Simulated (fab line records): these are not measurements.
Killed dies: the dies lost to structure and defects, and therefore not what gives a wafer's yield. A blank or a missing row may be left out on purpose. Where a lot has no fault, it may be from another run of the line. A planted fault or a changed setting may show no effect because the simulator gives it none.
fab line records | flow sky130 | part 2 of 2: steps 43 to 43 of 43
record: lots: 6 wafers: 18 last-day: 49
route steps=708 shown VIA2@525 METAL3@532 CAPM@537 PAD_OPEN@708
lots untouched by any fault: they come from a run of this same line in which no faults occurred
start-h: hours from the record's first day to the start of the lot's first wafer shown | wait-h: hours elapsed since this lot's preceding step | " as in the row above | L1.1+2: one row covering several wafers at once | - no value present, or no start provided | * or withheld: withheld | < > ~ a bound
route shown NAME@n: names a module that has steps shown in the file, with the first one's number in the route | usual: mean/standard deviation taken from wafers without a fault | same: alike in all rows | chamber/n: place in a boat | sites: per-site readings | _std_site: standard deviation across them | _edge_site: mean of outer sites minus mean of inner sites | radius-mm: how far each site lies from the wafer's centre | mask NAME#n: copy n | behind: the tool/chamber that last shaped the wafer | hold: why the lot was held/for how many hours/how that ended | device: transistor that didn't switch, given as n, p or np | end of line: tests of these same wafers at the route's end | a step without rows: its recipe alone | killed: at the first sort, the dies lost to defects and structure; wafer yield is something else | map: a wafer's dies, marking killed ones x, the rest . and places with no die _
set.NAME: setting as actually run; set.NAME@STEP: the setting as run at that earlier step | model.NAME: the simulator's own value behind a step, which no gauge read
certain route steps with their lots: each step a table, each wafer a row
services: from which hour (start-h, from the record's first day; less than 0 if before it) a tool's chamber was out of use, for how many hours, and why
== steps ==
step: SKY_PAD_OPEN_PROBE_99
usual: defect-limited-yield: 82.8/1.9 killed_at_M0_to_M3: 43/7.3 killed_at_M4_up: 3.6/1.9 killed-at-contacts: 23/5.3 killed-at-front-end: 15/4.5 killed-at-other: 0.3/0.72 killed-dies: 85/9.4 killed-open: 46/6.7 killed-short: 38/6.8 sort_bin_3_pad_short: 0.8/0.36 sort_bin_5_function: 10.1/1.3 sort_bin_6_memory: 6.3/1.2 sort-n-pass: 407/9.4 sort-yield-pct: 82.8/1.9
same: gross-dies: 492 killed-at-back-side: 0 sort_bin_4_leakage[%]: 0 sort_bin_8_speed[%]: 0
columns lot.wafer tool chamber start-h wait-h defect-limited-yield[%] killed_at_M0_to_M3 killed_at_M4_up killed-at-contacts killed-at-front-end killed-at-other killed-dies killed-open killed-short sort_bin_3_pad_short[%] sort_bin_5_function[%] sort_bin_6_memory[%] sort-n-pass sort-yield-pct[%] model.etest.cap-mim.bv-v model.etest.cap-mim.c-ff-um2
L806.1 prober-01 - 1109.87 0.1 79.7 60 2 24 13 1 100 56 44 1.0 12.2 7.1 392 79.7 14.36 2.377
L806.4 prober-01 - 1110.02 0.2 84.8 36 3 23 13 0 75 36 39 0.8 9.3 5.1 417 84.8 14.35 2.321
L806.6 prober-01 - 1110.12 0.2 82.1 41 1 26 20 0 88 49 39 1.0 11.0 5.9 404 82.1 14.11 2.341
L810.1 prober-01 - 1129.03 0.1 79.7 58 2 21 19 0 100 56 43 0.4 12.8 7.1 392 79.7 13.3 2.392
L810.2 prober-01 - 1129.08 0.1 83.7 32 2 29 17 0 80 40 39 1.4 9.6 5.3 412 83.7 13.52 2.342
L810.3 prober-01 - 1129.13 0.2 82.9 31 4 27 22 0 84 44 40 1.2 9.6 6.3 408 82.9 13.56 2.365
L812.2 prober-01 - 1141.82 0.1 80.9 47 2 19 26 0 94 45 49 0.8 11.4 6.9 398 80.9 14.97 2.263
L812.4 prober-01 - 1141.92 0.2 81.5 52 3 19 17 0 91 49 42 0.2 12.4 5.9 401 81.5 14.74 2.191
L812.5 prober-01 - 1141.97 0.2 82.3 47 4 15 21 0 87 46 41 1.0 11.0 5.7 405 82.3 14.91 2.173
L813.1 prober-02 - 1163.91 0.1 81.5 47 2 33 9 0 91 50 41 0.6 11.0 6.9 401 81.5 14.09 2.272
L813.2 prober-02 - 1163.96 0.1 84.1 35 4 29 10 0 78 51 26 0.4 9.3 6.1 414 84.1 14.21 2.233
L813.6 prober-02 - 1164.16 0.2 85.0 34 7 23 10 0 74 40 33 0.4 8.5 6.1 418 85.0 14.72 2.241
L815.4 prober-02 - 1168.52 0.2 82.9 39 3 21 21 0 84 47 37 0.8 10.0 6.3 408 82.9 13.63 2.334
L815.5 prober-02 - 1168.57 0.2 81.9 42 5 18 24 0 89 45 44 1.2 9.8 7.1 403 81.9 13.66 2.398
L815.6 prober-02 - 1168.62 0.2 84.1 39 2 15 21 1 78 48 30 0.4 9.6 5.9 414 84.1 14.33 2.307
L820.1 prober-02 - 1180.41 0.1 83.5 38 3 30 10 0 81 46 35 0.6 10.2 5.7 411 83.5 13.89 2.338
L820.2 prober-02 - 1180.46 0.1 80.1 55 7 22 14 0 98 54 44 0.6 11.8 7.5 394 80.1 13.66 2.344
L820.6 prober-02 - 1180.66 0.2 82.9 41 3 26 14 0 84 45 39 1.0 11.0 5.1 408 82.9 13.96 2.317
killed by level:class
L806.1 VIA1:geometric-particle:open=16 VIA1:geometric-particle:short=11 CONTACT:geometric-particle:open=9 VIA2:geometric-particle:open=8 METAL1:geometric-particle:short=7 LI_CONTACT:geometric-particle:open=6 VIA3:geometric-particle:open=6 LOCAL_INTERCONNECT:geometric-particle:short=5
L806.4 VIA1:geometric-particle:open=8 CONTACT:geometric-particle:short=7 CONTACT:geometric-particle:open=7 METAL2:geometric-particle:short=6 VIA2:geometric-particle:open=5 FIELD_ISO:geometric-particle:short=4 LI_CONTACT:geometric-particle:open=4 LOCAL_INTERCONNECT:geometric-particle:short=4
L806.6 CONTACT:geometric-particle:open=9 VIA3:geometric-particle:open=8 LI_CONTACT:geometric-particle:open=6 POLY_GATE:geometric-particle:open=6 LOCAL_INTERCONNECT:geometric-particle:short=6 METAL1:geometric-particle:short=6 VIA2:geometric-particle:open=6 FIELD_ISO:geometric-particle:open=5
L810.1 VIA1:geometric-particle:open=12 VIA2:geometric-particle:open=9 VIA1:geometric-particle:short=8 VIA2:geometric-particle:short=8 POLY_GATE:geometric-particle:open=7 CONTACT:geometric-particle:open=7 METAL1:geometric-particle:short=7 LI_CONTACT:geometric-particle:open=6
L810.2 CONTACT:geometric-particle:open=8 VIA1:geometric-particle:open=8 LOCAL_INTERCONNECT:geometric-particle:short=7 POLY_GATE:geometric-particle:short=6 CONTACT:geometric-particle:short=6 LI_CONTACT:geometric-particle:open=5 VIA1:geometric-particle:short=5 FIELD_ISO:geometric-particle:open=4
L810.3 CONTACT:geometric-particle:open=12 POLY_GATE:geometric-particle:short=8 LOCAL_INTERCONNECT:geometric-particle:short=8 METAL1:geometric-particle:short=7 POLY_GATE:geometric-particle:open=6 VIA1:geometric-particle:open=6 VIA2:geometric-particle:open=5 FIELD_ISO:geometric-particle:open=4
L812.2 VIA1:geometric-particle:short=9 VIA2:geometric-particle:open=9 VIA3:geometric-particle:open=8 FIELD_ISO:geometric-particle:short=7 FIELD_ISO:geometric-particle:open=7 CONTACT:geometric-particle:open=6 POLY_GATE:geometric-particle:short=5 LOCAL_INTERCONNECT:geometric-particle:short=5
L812.4 VIA1:geometric-particle:open=10 METAL1:geometric-particle:short=8 CONTACT:geometric-particle:open=7 VIA2:geometric-particle:open=7 VIA3:geometric-particle:open=6 FIELD_ISO:geometric-particle:open=4 FIELD_ISO:geometric-particle:short=4 POLY_GATE:geometric-particle:open=4
L812.5 VIA1:geometric-particle:open=11 VIA3:geometric-particle:open=7 CONTACT:geometric-particle:open=6 METAL1:geometric-particle:short=6 FIELD_ISO:geometric-particle:open=5 VIA2:geometric-particle:short=5 FIELD_ISO:geometric-particle:short=4 SPACER:geometric-particle:open=4
L813.1 CONTACT:geometric-particle:open=12 VIA1:geometric-particle:open=11 METAL1:geometric-particle:short=10 VIA3:geometric-particle:open=9 LI_CONTACT:geometric-particle:open=7 VIA1:geometric-particle:short=6 LOCAL_INTERCONNECT:geometric-particle:short=5 CONTACT:geometric-particle:short=5
L813.2 CONTACT:geometric-particle:open=17 VIA1:geometric-particle:open=9 VIA3:geometric-particle:open=7 LI_CONTACT:geometric-particle:open=5 CONTACT:geometric-particle:short=5 VIA1:geometric-particle:short=3 VIA2:geometric-particle:open=3 METAL2:geometric-particle:short=3
L813.6 CONTACT:geometric-particle:open=11 VIA1:geometric-particle:open=9 LOCAL_INTERCONNECT:geometric-particle:short=7 VIA2:geometric-particle:open=5 VIA3:geometric-particle:open=5 METAL2:geometric-particle:short=4 VIA3:geometric-particle:short=4 METAL4:geometric-particle:short=4
L815.4 VIA1:geometric-particle:open=11 CONTACT:geometric-particle:open=9 FIELD_ISO:geometric-particle:short=6 LI_CONTACT:geometric-particle:open=6 FIELD_ISO:geometric-particle:open=5 POLY_GATE:geometric-particle:short=5 VIA2:geometric-particle:open=5 VIA2:geometric-particle:short=5
L815.5 VIA1:geometric-particle:open=8 FIELD_ISO:geometric-particle:short=7 FIELD_ISO:geometric-particle:open=7 VIA2:geometric-particle:open=6 LI_CONTACT:geometric-particle:short=5 POLY_GATE:geometric-particle:short=5 CONTACT:geometric-particle:open=5 VIA2:geometric-particle:short=5
L815.6 VIA1:geometric-particle:open=8 POLY_GATE:geometric-particle:open=7 VIA2:geometric-particle:open=7 FIELD_ISO:geometric-particle:open=6 CONTACT:geometric-particle:open=6 METAL2:geometric-particle:short=6 FIELD_ISO:geometric-particle:short=4 VIA3:geometric-particle:open=4
L820.1 LI_CONTACT:geometric-particle:open=11 VIA1:geometric-particle:short=9 VIA1:geometric-particle:open=8 CONTACT:geometric-particle:open=7 VIA3:geometric-particle:open=6 CONTACT:geometric-particle:short=4 METAL1:geometric-particle:short=4 METAL2:geometric-particle:short=4
L820.2 METAL1:geometric-particle:short=9 CONTACT:geometric-particle:open=9 VIA1:geometric-particle:open=9 VIA2:geometric-particle:open=8 POLY_GATE:geometric-particle:open=6 LI_CONTACT:geometric-particle:open=5 VIA1:geometric-particle:short=5 METAL2:geometric-particle:short=4
L820.6 CONTACT:geometric-particle:open=12 VIA2:geometric-particle:open=8 METAL1:geometric-particle:short=6 VIA1:geometric-particle:open=6 CONTACT:geometric-particle:short=5 VIA1:geometric-particle:short=5 POLY_GATE:geometric-particle:open=4 LI_CONTACT:geometric-particle:open=4
== services ==
columns tool chamber start-h hours kind
pecvd-03 - 874.21 0.3 repair
pecvd-04 0 875.45 21.3 repair
rie-diel-04 0 877.94 16.6 repair
cmp-02 - 878.64 1.5 repair
rie-diel-04 2 890.18 4.5 repair
pvd-sputter-01 - 890.55 2.6 repair
cmp-01 - 900.26 4.1 repair
rie-metal-01 - 902.09 14.6 pm
pvd-sputter-03 - 910.96 2.9 repair
cmp-02 - 912.38 4.0 pm
cmp-02 - 927.96 0.9 repair
rie-diel-01 3 934.08 5.8 repair
pvd-sputter-02 - 934.79 2.4 repair
pecvd-04 - 949.86 8.2 repair
rie-diel-02 1 951.80 3.0 repair
plasma-asher-01 - 952.64 4.1 repair
rie-diel-04 0 967.30 8.1 repair
cmp-02 - 987.26 1.4 repair
rie-diel-04 3 1008.52 2.7 repair
pecvd-03 2 1010.87 9.0 repair
rie-diel-01 3 1010.89 5.0 repair
plasma-asher-01 - 1018.76 2.5 repair
rie-diel-01 3 1027.30 13.1 repair
pecvd-01 0 1029.11 10.1 repair
== key ==
first-sign: step: SKY_CAPM_CVD_00 reading: rf-fwd-power-W direction: up sigmas: 30 usual: 441.3 struck: 513.5
effect: step: SKY_CAPM_THK_MEAS_01 reading: visit direction: added
effect: step: SKY_METAL3_ETCH_17 reading: oes-product-au direction: up sigmas: 2.7 usual: 0.752 struck: 0.774
model-effect: step: SKY_CAPM_CVD_00 value: SiO2_of_CAPM_CVD_00.thk-nm without: 15.55 struck: 16.26
model-effect: step: SKY_PAD_OPEN_PROBE_99 value: etest.cap-mim.bv-v without: 13.97 struck: 14.61
met-at SKY_CAPM_CVD_00
struck-wafers L812.2,L812.4,L812.5,L813.1,L813.2,L813.6
onset-between 915.66 935.31
fault: kind: process-parameter-drift tool: pecvd-03 chamber: - onset-h: 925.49 steps: SKY_CAPM_CVD_00 channel: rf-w offset: 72 shape: step end-h: 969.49 acts-in: these-recipes-only stated: 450
